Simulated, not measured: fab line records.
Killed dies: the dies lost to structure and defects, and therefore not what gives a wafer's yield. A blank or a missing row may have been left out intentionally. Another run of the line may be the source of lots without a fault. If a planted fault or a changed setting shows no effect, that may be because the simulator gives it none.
fab line records ; flow sky130 ; part 1 of 2: steps 1 to 24 of 35
[record] lots = 5; wafers = 15; lastDay = 50
route steps=708 shown LI_CONTACT@385 LOCAL_INTERCONNECT@387 CONTACT@406
lots untouched by any fault: they come from a run of this same line in which no faults occurred
startH: start of the lot's first displayed wafer, in hours after the record's first day ; waitH: hours from the lot's prior step to this one ; " identical to the entry in the row above ; L1.1+2: several wafers, shown together as one row ; - no value, or no start given ; * or withheld: withheld ; < > ~ a bound
route shown NAME@n: names a module that has steps shown in the file, with the first one's number in the route ; usual: mean and standard deviation over wafers with no fault ; same: alike in all rows ; chamber/n: place in a boat ; sites: the reading at each site ; _std_site: standard deviation of those values ; _edge_site: inner sites' mean taken away from outer sites' mean ; radiusMm: how far each site lies from the wafer's centre ; mask NAME#n: copy n ; behind: tool/chamber where the wafer was last shaped ; hold: why the lot was held/for how many hours/how that ended ; device: which transistor (n, p or np) failed to switch ; end of line: the same wafers' tests at the end of the route ; a step without rows: its recipe alone ; killed: at the first sort, the dies lost to defects and structure; wafer yield is something else ; map: shows each die of a wafer: x if killed, . if not, _ if none is there
set.NAME: the run value of the setting; set.NAME@STEP: its run value at that earlier step ; model.NAME: the simulator's own value behind a step, which no gauge read
a table for each step, a row for each wafer; lots at some steps of the route
services: a tool's chamber out of use, with start hour (startH, from the record's first day; less than 0 if before it), hours out, and reason
[[steps]]
[step SKY_LI_CONTACT_THK_MEAS_23]
[recipe] thkMeasGauge = xrf; reads = W_of_LI_CONTACT_CVD_21
[usual] LI_CONTACT_W_THK = 391/4.8
lot.wafer;tool;chamber;startH;waitH;LI_CONTACT_W_THK[nm]
L084.2;filmMetro-02;-;758.74;0.1;398
L084.5;filmMetro-02;-;758.74;0.1;397
L084.6;filmMetro-02;-;758.74;0.1;398
L090.1;filmMetro-02;-;810.47;0.1;393
L090.3;filmMetro-02;-;810.47;0.1;390
L090.5;filmMetro-02;-;810.47;0.1;396
L088.1;filmMetro-03;-;811.88;0.1;392
L088.3;filmMetro-03;-;811.88;0.1;391
L088.4;filmMetro-03;-;811.88;0.1;394
L089.2;filmMetro-01;-;812.24;0.1;392
L089.3;filmMetro-01;-;812.24;0.1;398
L089.5;filmMetro-01;-;812.24;0.1;397
L091.2;filmMetro-03;-;843.39;0.1;392
L091.3;filmMetro-03;-;843.39;0.1;384
L091.4;filmMetro-03;-;843.39;0.1;393
[step SKY_LI_CONTACT_CMP_24]
[recipe] stopOn = PSG; tOverpolishS = 20; downForcePsi = 3.5; platenRpm = 60; targetThkNm = 0; padVelocityMS = 0.94248
[usual] motorCurrentA = 10.5/0.85; overpolishRunS = 20.000/0.0092; timeToEndpointS = 93.8/3
lot.wafer;tool;chamber;startH;waitH;motorCurrentA;overpolishRunS;timeToEndpointS
L084.2;cmp-02;3;758.89;0.1;9.4;20.008;94.9
L084.6;cmp-02;1;758.89;0.1;9.8;20.002;95.5
L084.5;cmp-02;2;758.89;0.1;12.8;20.020;98.0
L090.1;cmp-01;2;810.63;0.1;10.0;19.992;95.3
L090.3;cmp-01;3;810.63;0.1;10.6;20.013;92.7
L090.5;cmp-01;0;810.63;0.1;10.8;19.997;95.5
L088.1;cmp-01;0;811.94;0.1;10.5;20.006;90.5
L088.3;cmp-01;1;811.94;0.1;11.4;19.984;90.6
L088.4;cmp-01;2;811.94;0.1;10.1;20.002;87.7
L089.2;cmp-02;0;812.34;0.1;10.4;19.995;93.6
L089.3;cmp-02;1;812.34;0.1;10.1;19.983;95.3
L089.5;cmp-02;0;812.34;0.1;10.5;20.006;95.9
L091.3;cmp-02;1;843.56;0.1;10.1;20.008;87.5
L091.4;cmp-02;3;843.56;0.1;9.9;19.992;90.6
L091.2;cmp-02;0;843.56;0.1;10.4;20.015;88.4
[step SKY_LOCAL_INTERCONNECT_SPUTTER_00]
[recipe] material = TiN; targetThkNm = 100; tempC = 300; powerW = 6500; timeS = 83.3; chamberPressurePa = 0.4
[usual] throttleValvePct = 29.6/1
lot.wafer;tool;chamber;startH;waitH;throttleValvePct
L084.2;pvdSputter-02;-;759.09;0.1;28.5
L084.5;pvdSputter-02;-;759.09;0.1;28.1
L084.6;pvdSputter-02;-;759.09;0.1;30.5
L090.1;pvdSputter-01;-;810.83;0.1;28.5
L090.3;pvdSputter-01;-;810.83;0.1;28.7
L090.5;pvdSputter-01;-;810.83;0.1;28.4
L088.1;pvdSputter-02;-;812.24;0.2;30.7
L088.3;pvdSputter-02;-;812.24;0.2;28.3
L088.4;pvdSputter-02;-;812.24;0.2;28.7
L089.2;pvdSputter-03;-;812.59;0.2;30.2
L089.3;pvdSputter-03;-;812.59;0.2;29.6
L089.5;pvdSputter-03;-;812.59;0.2;30.4
L091.2;pvdSputter-01;-;843.86;0.1;28.7
L091.3;pvdSputter-01;-;843.86;0.1;28.7
L091.4;pvdSputter-01;-;843.86;0.1;28.5
[step SKY_LOCAL_INTERCONNECT_RS_MEAS_01]
[recipe] thkMeasGauge = four-point-probe; reads = TiN_of_LOCAL_INTERCONNECT_SPUTTER_00
[usual] LOCAL_INTERCONNECT_TIN_RS = 14.12/0.13
lot.wafer;tool;chamber;startH;waitH;LOCAL_INTERCONNECT_TIN_RS[ohm/sq]
L084.2;filmMetro-03;-;759.17;0.1;13.83
L084.5;filmMetro-03;-;759.17;0.1;14.04
L084.6;filmMetro-03;-;759.17;0.1;13.82
L090.1;filmMetro-04;-;810.89;0.0;14.13
L090.3;filmMetro-04;-;810.89;0.0;14.12
L090.5;filmMetro-04;-;810.89;0.0;14.14
L088.1;filmMetro-04;-;812.30;0.0;14.01
L088.3;filmMetro-04;-;812.30;0.0;14.14
L088.4;filmMetro-04;-;812.30;0.0;14.03
L089.2;filmMetro-02;-;812.67;0.1;14.48
L089.3;filmMetro-02;-;812.67;0.1;14.37
L089.5;filmMetro-02;-;812.67;0.1;14.43
L091.2;filmMetro-04;-;843.94;0.1;14.15
L091.3;filmMetro-04;-;843.94;0.1;14.21
L091.4;filmMetro-04;-;843.94;0.1;14.41
[step SKY_LOCAL_INTERCONNECT_THK_MEAS_02]
[recipe] thkMeasGauge = xrf; reads = TiN_of_LOCAL_INTERCONNECT_SPUTTER_00
[usual] LOCAL_INTERCONNECT_TIN_THK = 99.8/0.89
lot.wafer;tool;chamber;startH;waitH;LOCAL_INTERCONNECT_TIN_THK[nm]
L084.2;filmMetro-03;-;759.28;0.1;100.8
L084.5;filmMetro-03;-;759.28;0.1;99.0
L084.6;filmMetro-03;-;759.28;0.1;100.9
L090.1;filmMetro-04;-;811.01;0.1;99.8
L090.3;filmMetro-04;-;811.01;0.1;99.2
L090.5;filmMetro-04;-;811.01;0.1;99.4
L088.1;filmMetro-04;-;812.42;0.1;100.5
L088.3;filmMetro-04;-;812.42;0.1;100.0
L088.4;filmMetro-04;-;812.42;0.1;100.8
L089.2;filmMetro-02;-;812.78;0.1;97.6
L089.3;filmMetro-02;-;812.78;0.1;98.5
L089.5;filmMetro-02;-;812.78;0.1;97.5
L091.2;filmMetro-04;-;844.05;0.1;99.6
L091.3;filmMetro-04;-;844.05;0.1;99.1
L091.4;filmMetro-04;-;844.05;0.1;98.1
[step SKY_LOCAL_INTERCONNECT_DEHYDRATE_03]
[recipe] tempC = 200; timeS = 60
[usual] exhaustPa = 45.1/0.9; plateTempC = 200.02/0.15
lot.wafer;tool;chamber;startH;waitH;exhaustPa;plateTempC
L084.2;lithoTrack-04;0;770.91;11.6;43.6;199.93
L084.5;lithoTrack-04;0;770.91;11.6;44.1;200.29
L084.6;lithoTrack-04;0;770.91;11.6;45.4;200.40
L090.1;lithoTrack-01;0;822.13;11.1;45.9;199.96
L090.3;lithoTrack-01;0;822.13;11.1;46.6;200.03
L090.5;lithoTrack-01;0;822.13;11.1;45.5;200.04
L088.1;lithoTrack-01;0;823.83;11.4;45.1;200.10
L088.3;lithoTrack-01;0;823.83;11.4;45.2;199.94
L088.4;lithoTrack-01;0;823.83;11.4;45.2;199.94
L089.2;lithoTrack-04;0;824.01;11.2;44.1;199.92
L089.3;lithoTrack-04;0;824.01;11.2;43.4;200.02
L089.5;lithoTrack-04;0;824.01;11.2;44.0;200.23
L091.2;lithoTrack-03;0;854.39;10.3;45.0;200.30
L091.3;lithoTrack-03;0;854.39;10.3;45.4;200.14
L091.4;lithoTrack-03;0;854.39;10.3;44.3;200.06
[step SKY_LOCAL_INTERCONNECT_HMDS_04]
[recipe] primeTimeS = 60; primeTempC = 120
[usual] exhaustPa = 44.9/0.91
lot.wafer;tool;chamber;startH;waitH;exhaustPa
L084.2;lithoTrack-04;0;771.06;0.1;45.2
L084.5;lithoTrack-04;0;771.06;0.1;45.8
L084.6;lithoTrack-04;0;771.06;0.1;46.1
L090.1;lithoTrack-01;0;822.28;0.1;43.5
L090.3;lithoTrack-01;0;822.28;0.1;45.1
L090.5;lithoTrack-01;0;822.28;0.1;45.2
L088.1;lithoTrack-01;0;823.98;0.1;44.2
L088.3;lithoTrack-01;0;823.98;0.1;44.1
L088.4;lithoTrack-01;0;823.98;0.1;43.4
L089.2;lithoTrack-04;0;824.16;0.1;44.4
L089.3;lithoTrack-04;0;824.16;0.1;44.5
L089.5;lithoTrack-04;0;824.16;0.1;44.4
L091.2;lithoTrack-03;0;854.54;0.1;45.7
L091.3;lithoTrack-03;0;854.54;0.1;44.9
L091.4;lithoTrack-03;0;854.54;0.1;46.9
[step SKY_LOCAL_INTERCONNECT_COAT_05]
[recipe] resist = BARC; tempC = withheld; timeS = withheld; spinRpm = 3000; resistThkNm = 60
[usual] exhaustPa = 45.2/0.89
lot.wafer;tool;chamber;startH;waitH;exhaustPa
L084.2;lithoTrack-04;0;771.21;0.1;44.7
L084.5;lithoTrack-04;0;771.21;0.1;47.1
L084.6;lithoTrack-04;0;771.21;0.1;45.9
L090.1;lithoTrack-01;0;822.43;0.1;46.9
L090.3;lithoTrack-01;0;822.43;0.1;46.4
L090.5;lithoTrack-01;0;822.43;0.1;45.8
L088.1;lithoTrack-01;0;824.13;0.1;44.4
L088.3;lithoTrack-01;0;824.13;0.1;44.0
L088.4;lithoTrack-01;0;824.13;0.1;44.3
L089.2;lithoTrack-04;0;824.31;0.1;44.9
L089.3;lithoTrack-04;0;824.31;0.1;45.3
L089.5;lithoTrack-04;0;824.31;0.1;44.7
L091.2;lithoTrack-03;0;854.69;0.1;44.6
L091.3;lithoTrack-03;0;854.69;0.1;44.1
L091.4;lithoTrack-03;0;854.69;0.1;46.1
[step SKY_LOCAL_INTERCONNECT_COAT_06]
[recipe] resist = KrF-thick; spinRpm = 3000; resistThkNm = 450
[usual] exhaustPa = 45.1/0.92
lot.wafer;tool;chamber;startH;waitH;exhaustPa
L084.2;lithoTrack-04;0;-;-;44.6
L084.5;lithoTrack-04;0;-;-;44.4
L084.6;lithoTrack-04;0;-;-;44.5
L090.1;lithoTrack-01;0;-;-;45.0
L090.3;lithoTrack-01;0;-;-;44.2
L090.5;lithoTrack-01;0;-;-;44.5
L088.1;lithoTrack-01;0;-;-;45.0
L088.3;lithoTrack-01;0;-;-;43.5
L088.4;lithoTrack-01;0;-;-;46.2
L089.2;lithoTrack-04;0;-;-;46.3
L089.3;lithoTrack-04;0;-;-;46.7
L089.5;lithoTrack-04;0;-;-;46.6
L091.2;lithoTrack-03;0;-;-;43.2
L091.3;lithoTrack-03;0;-;-;45.6
L091.4;lithoTrack-03;0;-;-;44.3
[step SKY_LOCAL_INTERCONNECT_SOFTBAKE_07]
[recipe] tempC = 100; timeS = 90; resist = KrF-thick
[usual] exhaustPa = 44.8/0.9; plateTempC = 100.03/0.12
lot.wafer;tool;chamber;startH;waitH;exhaustPa;plateTempC
L084.2;lithoTrack-04;0;-;-;43.1;99.81
L084.5;lithoTrack-04;0;-;-;44.5;99.65
L084.6;lithoTrack-04;0;-;-;42.9;99.68
L090.1;lithoTrack-01;0;-;-;44.2;99.94
L090.3;lithoTrack-01;0;-;-;46.5;100.09
L090.5;lithoTrack-01;0;-;-;44.8;100.21
L088.1;lithoTrack-01;0;-;-;43.0;100.26
L088.3;lithoTrack-01;0;-;-;43.5;100.11
L088.4;lithoTrack-01;0;-;-;44.3;100.14
L089.2;lithoTrack-04;0;-;-;45.8;100.15
L089.3;lithoTrack-04;0;-;-;45.8;100.13
L089.5;lithoTrack-04;0;-;-;44.8;99.98
L091.2;lithoTrack-03;0;-;-;45.0;99.93
L091.3;lithoTrack-03;0;-;-;45.1;100.00
L091.4;lithoTrack-03;0;-;-;46.0;100.18
[step SKY_LOCAL_INTERCONNECT_EXPOSE_08]
[recipe] maskId = LI1M; na = 0.8; sourceShape = annular; sigmaInner = 0.55; sigmaOuter = 0.85; targetCdNm = 170; doseMj = 28
[same] na = 0.8
lot.wafer;tool;chamber;startH;waitH;mask
L084.2+5+6;krfScanner-01;0;-;-;LI1M#0
L090.1+3+5;krfScanner-02;0;-;-;LI1M#0
L088.1+3+4;krfScanner-01;0;-;-;LI1M#0
L089.2+3+5;krfScanner-02;0;-;-;LI1M#0
L091.2+3+4;krfScanner-02;0;-;-;LI1M#0
[step SKY_LOCAL_INTERCONNECT_PEB_09]
[recipe] pebTempC = withheld; pebTimeS = withheld; resist = KrF-thick
[usual] exhaustPa = 45.0/0.98
lot.wafer;tool;chamber;startH;waitH;exhaustPa
L084.2;lithoTrack-04;0;-;-;43.6
L084.5;lithoTrack-04;0;-;-;44.4
L084.6;lithoTrack-04;0;-;-;42.3
L090.1;lithoTrack-01;0;-;-;43.4
L090.3;lithoTrack-01;0;-;-;44.3
L090.5;lithoTrack-01;0;-;-;45.5
L088.1;lithoTrack-03;0;-;-;44.9
L088.3;lithoTrack-03;0;-;-;45.7
L088.4;lithoTrack-03;0;-;-;45.4
L089.2;lithoTrack-04;0;-;-;45.3
L089.3;lithoTrack-04;0;-;-;45.9
L089.5;lithoTrack-04;0;-;-;44.1
L091.2;lithoTrack-03;0;-;-;46.9
L091.3;lithoTrack-03;0;-;-;46.3
L091.4;lithoTrack-03;0;-;-;45.6
[step SKY_LOCAL_INTERCONNECT_DEVELOP_10]
[recipe] developTimeS = 57.24; resist = KrF-thick; devTempC = 21
[usual] exhaustPa = 45.0/0.98
lot.wafer;tool;chamber;startH;waitH;exhaustPa
L084.2;lithoTrack-04;0;-;-;45.2
L084.5;lithoTrack-04;0;-;-;43.8
L084.6;lithoTrack-04;0;-;-;44.6
L090.1;lithoTrack-01;0;-;-;45.3
L090.3;lithoTrack-01;0;-;-;45.5
L090.5;lithoTrack-01;0;-;-;46.2
L088.1;lithoTrack-03;0;-;-;45.1
L088.3;lithoTrack-03;0;-;-;45.6
L088.4;lithoTrack-03;0;-;-;44.2
L089.2;lithoTrack-04;0;-;-;45.6
L089.3;lithoTrack-04;0;-;-;45.4
L089.5;lithoTrack-04;0;-;-;46.0
L091.2;lithoTrack-03;0;-;-;45.6
L091.3;lithoTrack-03;0;-;-;44.9
L091.4;lithoTrack-03;0;-;-;44.6
[step SKY_LOCAL_INTERCONNECT_CD_MEAS_11]
[recipe] targetCdNm = 170
[usual] cdNm = 169.7/1.3
lot.wafer;tool;chamber;startH;waitH;cdNm
L084.2;cdSem-02;-;786.41;-;169.7
L084.5;cdSem-02;-;786.41;-;169.5
L084.6;cdSem-02;-;786.41;-;169.4
L090.1;cdSem-02;-;837.68;-;170.5
L090.3;cdSem-02;-;837.68;-;170.4
L090.5;cdSem-02;-;837.68;-;169.8
L088.1;cdSem-01;-;839.87;-;168.6
L088.3;cdSem-01;-;839.87;-;170.1
L088.4;cdSem-01;-;839.87;-;168.7
L089.2;cdSem-02;-;840.11;-;167.6
L089.3;cdSem-02;-;840.11;-;168.6
L089.5;cdSem-02;-;840.11;-;168.4
L091.2;cdSem-02;-;869.64;-;169.6
L091.3;cdSem-02;-;869.64;-;169.2
L091.4;cdSem-02;-;869.64;-;168.8
[step SKY_LOCAL_INTERCONNECT_OVL_MEAS_12]
[usual] LOCAL_INTERCONNECT_OVL = -1/4.8
lot.wafer;tool;chamber;startH;waitH;LOCAL_INTERCONNECT_OVL[nm]
L084.2;overlay-02;-;786.51;0.1;-8
L084.5;overlay-02;-;786.51;0.1;1
L084.6;overlay-02;-;786.51;0.1;-3
L090.1;overlay-02;-;837.80;0.1;4
L090.3;overlay-02;-;837.80;0.1;0
L090.5;overlay-02;-;837.80;0.1;4
L088.1;overlay-01;-;839.99;0.1;3
L088.3;overlay-01;-;839.99;0.1;3
L088.4;overlay-01;-;839.99;0.1;1
L089.2;overlay-02;-;840.21;0.1;-11
L089.3;overlay-02;-;840.21;0.1;-6
L089.5;overlay-02;-;840.21;0.1;3
L091.2;overlay-01;-;869.74;0.1;9
L091.3;overlay-01;-;869.74;0.1;1
L091.4;overlay-01;-;869.74;0.1;2
[step SKY_LOCAL_INTERCONNECT_ETCH_13]
[recipe] chemistry = N2/H2; target = BARC; ionEnergyEv = 200; biasW = 100; pressureMtorr = 30; n2FlowSccm = 100; h2FlowSccm = 200; icpW = 500; stopOn = SiO2; timeS = 45.9; targetDepthA = 600
[usual] chamberPressureMTorr = 29.995/0.025; drypumpMotorCurrentA = 5.7/0.35; oesProductAu = 0.855/0.0047; throttleValvePct = 13.226/0.0095
lot.wafer;tool;chamber;startH;waitH;chamberPressureMTorr;drypumpMotorCurrentA;oesProductAu;rfHoursCounterH;throttleValvePct
L084.2;rieMetal-03;1;786.54;0.0;29.989;5.6;0.848;5;13.246
L084.5;rieMetal-03;0;786.54;0.0;29.979;6.1;0.848;-;13.222
L084.6;rieMetal-03;1;786.54;0.0;29.995;5.6;0.851;-;13.214
L090.1;rieMetal-02;1;837.84;0.0;29.984;5.4;0.855;15;13.212
L090.3;rieMetal-02;1;837.84;0.0;29.960;5.4;0.854;-;13.220
L090.5;rieMetal-02;0;837.84;0.0;29.945;6.0;0.853;-;13.254
L088.1;rieMetal-04;0;840.02;0.0;30.030;6.0;0.853;16;13.219
L088.3;rieMetal-04;1;840.02;0.0;30.018;5.2;0.864;-;13.217
L088.4;rieMetal-04;0;840.02;0.0;29.937;5.9;0.848;-;13.220
L089.2;rieMetal-03;1;840.24;0.0;29.964;5.6;0.848;7;13.244
L089.3;rieMetal-03;0;840.24;0.0;30.006;6.1;0.852;-;13.245
L089.5;rieMetal-03;1;840.24;0.0;30.023;5.6;0.861;-;13.225
L091.2;rieMetal-03;0;869.77;0.0;29.957;6.1;0.859;10;13.226
L091.3;rieMetal-03;0;869.77;0.0;29.973;6.1;0.861;-;13.214
L091.4;rieMetal-03;1;869.77;0.0;29.997;5.6;0.857;-;13.219
[step SKY_LOCAL_INTERCONNECT_METAL_ETCH_14]
[recipe] targetDepthNm = 110; stopOn = PSG; chemistry = Cl2/BCl3; target = TiN; resistSidewallDeg = 88; pressureMtorr = 10; icpW = 900; biasW = 48.5; Cl2_flow_sccm = 60; bcl3FlowSccm = 30; timeS = 31.4
[usual] chamberPressureMTorr = 10.000/0.0096; drypumpMotorCurrentA = 5.7/0.34; oesProductAu = 0.943/0.0064; throttleValvePct = 21.900/0.0099
lot.wafer;tool;chamber;startH;waitH;chamberPressureMTorr;drypumpMotorCurrentA;oesProductAu;rfHoursCounterH;throttleValvePct
L084.2;rieMetal-03;1;786.61;0.0;10.001;5.6;0.949;5;21.882
L084.5;rieMetal-03;0;786.61;0.0;10.004;6.1;0.950;-;21.898
L084.6;rieMetal-03;1;786.61;0.0;10.007;5.6;0.960;-;21.904
L090.1;rieMetal-02;1;837.90;0.0;10.010;5.4;0.947;15;21.900
L090.3;rieMetal-02;1;837.90;0.0;10.013;5.4;0.933;-;21.882
L090.5;rieMetal-02;0;837.90;0.0;10.006;5.9;0.938;-;21.889
L088.1;rieMetal-04;0;840.11;0.1;10.009;5.9;0.947;16;21.889
L088.3;rieMetal-04;1;840.11;0.1;9.997;5.2;0.948;-;21.885
L088.4;rieMetal-04;0;840.11;0.1;10.010;5.9;0.950;-;21.898
L089.2;rieMetal-03;1;840.31;0.0;10.001;5.6;0.932;7;21.902
L089.3;rieMetal-03;0;840.31;0.0;9.998;6.1;0.935;-;21.909
L089.5;rieMetal-03;1;840.31;0.0;10.009;5.6;0.924;-;21.913
L091.2;rieMetal-03;0;869.84;0.0;9.995;6.1;0.949;10;21.908
L091.3;rieMetal-03;0;869.84;0.0;9.993;6.1;0.943;-;21.897
L091.4;rieMetal-03;1;869.84;0.0;10.014;5.6;0.930;-;21.909
[step SKY_LOCAL_INTERCONNECT_STRIP_15]
[recipe] chemistry = O2/N2; powerW = 1400; pressureMtorr = 1500; platenTempC = withheld; o2FlowSccm = 3000; n2FlowSccm = 300; overashFraction = 0.5
[usual] chamberPressureMTorr = 1500.2/1.3; drypumpMotorCurrentA = 5.7/0.42; o2FlowSccm = 2999/9.1; oesProductAu = 0.427/0.0045; stripTimeToEndpointS = 4.732/0.024
lot.wafer;tool;chamber;startH;waitH;chamberPressureMTorr;drypumpMotorCurrentA;o2FlowSccm;oesProductAu;rfHoursCounterH;stripTimeToEndpointS
L084.2;plasmaAsher-02;1;786.66;0.0;1499.2;5.6;3010;0.424;63;4.719
L084.5;plasmaAsher-02;0;786.66;0.0;1499.3;5.3;2984;0.429;-;4.711
L084.6;plasmaAsher-02;1;786.66;0.0;1501.1;5.6;3004;0.426;-;4.709
L090.1;plasmaAsher-02;0;837.95;0.0;1501.3;5.3;3017;0.429;68;4.754
L090.3;plasmaAsher-02;0;837.95;0.0;1498.7;5.3;3001;0.425;-;4.752
L090.5;plasmaAsher-02;0;837.95;0.0;1500.8;5.3;3001;0.432;-;4.740
L088.1;plasmaAsher-03;0;840.18;0.0;1502.8;5.3;3006;0.426;43;4.706
L088.3;plasmaAsher-03;1;840.18;0.0;1499.2;5.8;3003;0.428;-;4.737
L088.4;plasmaAsher-03;0;840.18;0.0;1499.6;5.3;3004;0.431;-;4.721
L089.2;plasmaAsher-02;1;840.36;0.0;1502.8;5.6;3007;0.429;68;4.713
L089.3;plasmaAsher-02;0;840.36;0.0;1500.4;5.3;2989;0.429;-;4.693
L089.5;plasmaAsher-02;1;840.36;0.0;1498.7;5.6;3005;0.426;-;4.693
L091.2;plasmaAsher-03;1;869.89;0.0;1499.1;5.8;2992;0.429;45;4.707
L091.3;plasmaAsher-03;1;869.89;0.0;1500.8;5.7;3006;0.423;-;4.733
L091.4;plasmaAsher-03;0;869.89;0.0;1500.3;5.3;3000;0.420;-;4.719
[step SKY_LOCAL_INTERCONNECT_STRIP_16]
[recipe] chemistry = postEtchResidueRemover; timeS = 1200; tempC = 72.5
lot.wafer;tool;chamber;startH;waitH
L084.2+5+6;wetBench-04;3;786.76;0.1
L090.1+3+5;wetBench-04;1;838.05;0.1
L088.1+3+4;wetBench-04;0;840.28;0.1
L089.2+3+5;wetBench-02;2;840.46;0.1
L091.2+3+4;wetBench-03;0;869.99;0.1
[step SKY_LOCAL_INTERCONNECT_CLEAN_17]
[recipe] chemistry = IPA; timeS = 180; tempC = 25
lot.wafer;tool;chamber;startH;waitH
L084.2+5+6;wetBench-02;2;787.10;0.0
L090.1+3+5;wetBench-04;3;838.40;0.0
L088.1+3+4;wetBench-04;1;840.62;0.0
L089.2+3+5;wetBench-04;0;840.83;0.0
L091.2+3+4;wetBench-02;1;870.33;0.0
[step SKY_LOCAL_INTERCONNECT_CLEAN_18]
[recipe] chemistry = O3/DIW; dry = n2Spin
lot.wafer;tool;chamber;startH;waitH
L084.2+5+6;wetBench-04;2;787.16;0.0
L090.1+3+5;wetBench-02;0;838.45;0.0
L088.1+3+4;wetBench-04;3;840.68;0.0
L089.2+3+5;wetBench-02;0;840.89;0.0
L091.2+3+4;wetBench-04;0;870.39;0.0
[step SKY_CONTACT_CVD_00]
[recipe] material = Si3N4; targetThkNm = 75; tempC = 400; timeS = withheld; rfW = 450
[usual] heaterPowerW = 696/94
lot.wafer;tool;chamber;startH;waitH;heaterPowerW
L084.2;pecvd-01;0;787.25;0.0;759
L084.5;pecvd-01;0;787.25;0.0;757
L084.6;pecvd-01;2;787.25;0.0;518
L090.1;pecvd-01;1;838.55;0.0;813
L090.3;pecvd-01;2;838.55;0.0;529
L090.5;pecvd-01;1;838.55;0.0;797
L088.1;pecvd-04;0;840.77;0.0;836
L088.3;pecvd-04;1;840.77;0.0;689
L088.4;pecvd-04;1;840.77;0.0;684
L089.2;pecvd-02;0;840.99;0.0;661
L089.3;pecvd-02;2;840.99;0.0;645
L089.5;pecvd-02;2;840.99;0.0;514
L091.2;pecvd-02;1;870.48;0.0;758
L091.3;pecvd-02;0;870.48;0.0;703
L091.4;pecvd-02;0;870.48;0.0;723
[step SKY_CONTACT_THK_MEAS_01]
[recipe] reads = Si3N4_of_CONTACT_CVD_00
[usual] CONTACT_CVD_00_THK = 75.2/0.88
lot.wafer;tool;chamber;startH;waitH;CONTACT_CVD_00_THK[nm]
L084.2;filmMetro-04;-;787.29;-;75.3
L084.5;filmMetro-04;-;787.29;-;76.0
L084.6;filmMetro-04;-;787.29;-;76.2
L090.1;filmMetro-04;-;838.59;-;74.1
L090.3;filmMetro-04;-;838.59;-;75.3
L090.5;filmMetro-04;-;838.59;-;75.0
L088.1;filmMetro-04;-;840.80;-;75.0
L088.3;filmMetro-04;-;840.80;-;74.1
L088.4;filmMetro-04;-;840.80;-;75.9
L089.2;filmMetro-04;-;841.03;-;73.7
L089.3;filmMetro-04;-;841.03;-;74.2
L089.5;filmMetro-04;-;841.03;-;76.1
L091.2;filmMetro-01;-;870.53;-;73.6
L091.3;filmMetro-01;-;870.53;-;75.3
L091.4;filmMetro-01;-;870.53;-;76.1
[step SKY_CONTACT_HDPCVD_02]
[recipe] material = SiO2; targetThkNm = 565; sigmaOpenFrac = 0.3; timeS = 94.2; tempC = 600; sih4FlowSccm = 60; pressureMtorr = 6
lot.wafer;tool;chamber;startH;waitH
L084.2+5+6;hdpcvd-02;1,2,0;787.34;0.0
L090.1+3+5;hdpcvd-01;1,0,1;838.65;0.1
L088.1+3+4;hdpcvd-02;1,2,2;840.86;0.1
L089.2+3+5;hdpcvd-01;1,2,1;841.08;0.0
L091.2+3+4;hdpcvd-01;1,2,0;870.58;0.0
